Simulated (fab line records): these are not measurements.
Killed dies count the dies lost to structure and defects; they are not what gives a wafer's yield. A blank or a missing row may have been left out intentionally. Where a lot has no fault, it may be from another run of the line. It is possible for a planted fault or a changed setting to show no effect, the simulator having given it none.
Which of the tools did it? + flow gf180mcu + 15 lots with 45 wafers sampled at 3 steps, on a route of 602 steps

WHAT THE GAUGES READ, wafer by wafer
GF_HV_LDD_TW_MEAS_50. Usual: HV_LDD_4_TW gives 565.1 (standard deviation 2.8).
| lot  | measured     | on            | HV_LDD_4_TW       | flag |
|------|--------------|---------------|-------------------|------|
| L389 | day 12 08:08 | film-metro-04 | 565.8 567.0 565.3 |      |
| L392 | day 13 10:08 | film-metro-04 | 564.0 567.6 566.8 |      |
| L393 | day 13 18:43 | film-metro-01 | 561.3 558.3 559.7 |      |
| L395 | day 14 05:40 | film-metro-03 | 565.1 561.2 565.2 |      |
| L397 | day 15 09:02 | film-metro-01 | 571.1 565.5 566.9 |      |
| L404 | day 17 15:10 | film-metro-01 | 569.3 565.5 565.5 |      |
| L405 | day 17 23:20 | film-metro-04 | 563.3 564.0 564.6 |      |
| L407 | day 18 07:22 | film-metro-03 | 568.0 569.2 567.3 |      |
| L408 | day 18 17:06 | film-metro-03 | 566.5 565.2 565.0 |      |
| L409 | day 18 23:31 | film-metro-03 | 563.3 566.0 566.5 |      |
| L410 | day 19 04:52 | film-metro-03 | 564.1 562.6 564.3 |      |
| L412 | day 20 01:29 | film-metro-01 | 566.2 564.4 566.9 |      |

GF_V1_RS_MEAS_24: a four-point-probe measurement. Usual: V1_W_RS gives 0.329 ohm/sq (standard deviation 0.0033).
| lot  | measured     | on            | V1_W_RS (ohm/sq)  | flag |
|------|--------------|---------------|-------------------|------|
| L389 | day 18 01:32 | film-metro-02 | 0.326 0.327 0.328 |      |
| L392 | day 19 09:48 | film-metro-04 | 0.326 0.329 0.329 |      |
| L393 | day 19 20:31 | film-metro-02 | 0.329 0.326 0.335 |      |
| L395 | day 20 08:42 | film-metro-01 | 0.329 0.330 0.328 |      |
| L397 | day 21 12:10 | film-metro-01 | 0.326 0.327 0.326 |      |
| L404 | day 23 19:39 | film-metro-02 | 0.331 0.331 0.334 |      |
| L405 | day 24 04:26 | film-metro-02 | 0.325 0.328 0.326 |      |
| L407 | day 24 11:52 | film-metro-02 | 0.331 0.329 0.333 |      |
| L408 | day 24 21:53 | film-metro-02 | 0.332 0.329 0.331 |      |
| L409 | day 25 07:23 | film-metro-01 | 0.326 0.323 0.328 |      |
| L410 | day 25 07:47 | film-metro-01 | 0.324 0.329 0.326 |      |
| L412 | day 26 02:53 | film-metro-04 | 0.327 0.320 0.324 |      |

EACH LOT AND THE TOOL THAT RAN IT (in order: tool; ch and the chambers of the sampled wafers; start)
| lot  | GF_DUAL_GATE_DEVELOP_10           |
|------|-----------------------------------|
| L389 | litho-track-03 ch 0, day 8 06:18  |
| L392 | litho-track-03 ch 0, day 9 05:25  |
| L393 | litho-track-03 ch 0, day 9 13:15  |
| L395 | litho-track-02 ch 0, day 9 23:30  |
| L397 | litho-track-02 ch 0, day 10 21:42 |
| L398 | litho-track-01, day 10 21:44      |
| L399 | litho-track-01, day 11 08:31      |
| L400 | litho-track-01, day 11 13:34      |
| L404 | litho-track-03 ch 0, day 12 20:01 |
| L405 | litho-track-02 ch 0, day 12 23:15 |
| L407 | litho-track-02 ch 0, day 13 11:16 |
| L408 | litho-track-01 ch 0, day 13 20:43 |
| L409 | litho-track-01 ch 0, day 14 02:22 |
| L410 | litho-track-02 ch 0, day 14 07:18 |
| L412 | litho-track-01 ch 0, day 15 00:56 |
- GF_DUAL_GATE_DEVELOP_10: develop time 60 s.

AS READ BY THE TOOLS THEMSELVES (means over the sampled wafers that have a number; for cases with no such wafer, the mark the record gives instead)
GF_DUAL_GATE_DEVELOP_10. Usual: chill-plate-temp-C reads 22.99 C (standard deviation 0.1).
| lot  | tool           | chill-plate-temp-C (C) | flag |
|------|----------------|------------------------|------|
| L389 | litho-track-03 | 22.97                  |      |
| L392 | litho-track-03 | 23.10                  |      |
| L393 | litho-track-03 | 22.93                  |      |
| L395 | litho-track-02 | 23.05                  |      |
| L397 | litho-track-02 | 23.01                  |      |
| L398 | litho-track-01 | -                      | OFF  |
| L399 | litho-track-01 | -                      | OFF  |
| L400 | litho-track-01 | -                      | OFF  |
| L404 | litho-track-03 | 22.86                  |      |
| L405 | litho-track-02 | 23.03                  |      |
| L407 | litho-track-02 | 23.00                  |      |
| L408 | litho-track-01 | 23.06                  |      |
| L409 | litho-track-01 | 22.92                  |      |
| L410 | litho-track-02 | 23.02                  |      |
| L412 | litho-track-01 | 22.99                  |      |

THE ANSWER, worked out from the rows above alone
Rule: lot off if the mean of its wafers having a number is beyond 3 standard deviations from the usual mean. Also off: a lot with no number at a reading for which 4 or more lots have one. The other lots that the step has rows for count as sound. Order of review: gauges by route order, followed by the tools' own readings, for which a lot's mean as printed above is used. The first step at which some lot is off is used, and at that step the reading that is off furthest; a lot without a number counts as furthest.
Off at GF_DUAL_GATE_DEVELOP_10 (chill-plate-temp-C): L398, L399, L400. Without a number there: L398, L399, L400.
If a tool, at that step or one of the process steps before it, ran each lot that is off and ran no sound lot following the first of them, it fits. Not one of the candidates tried fits.

WHAT HAD BEEN PUT IN BY THE SIMULATOR
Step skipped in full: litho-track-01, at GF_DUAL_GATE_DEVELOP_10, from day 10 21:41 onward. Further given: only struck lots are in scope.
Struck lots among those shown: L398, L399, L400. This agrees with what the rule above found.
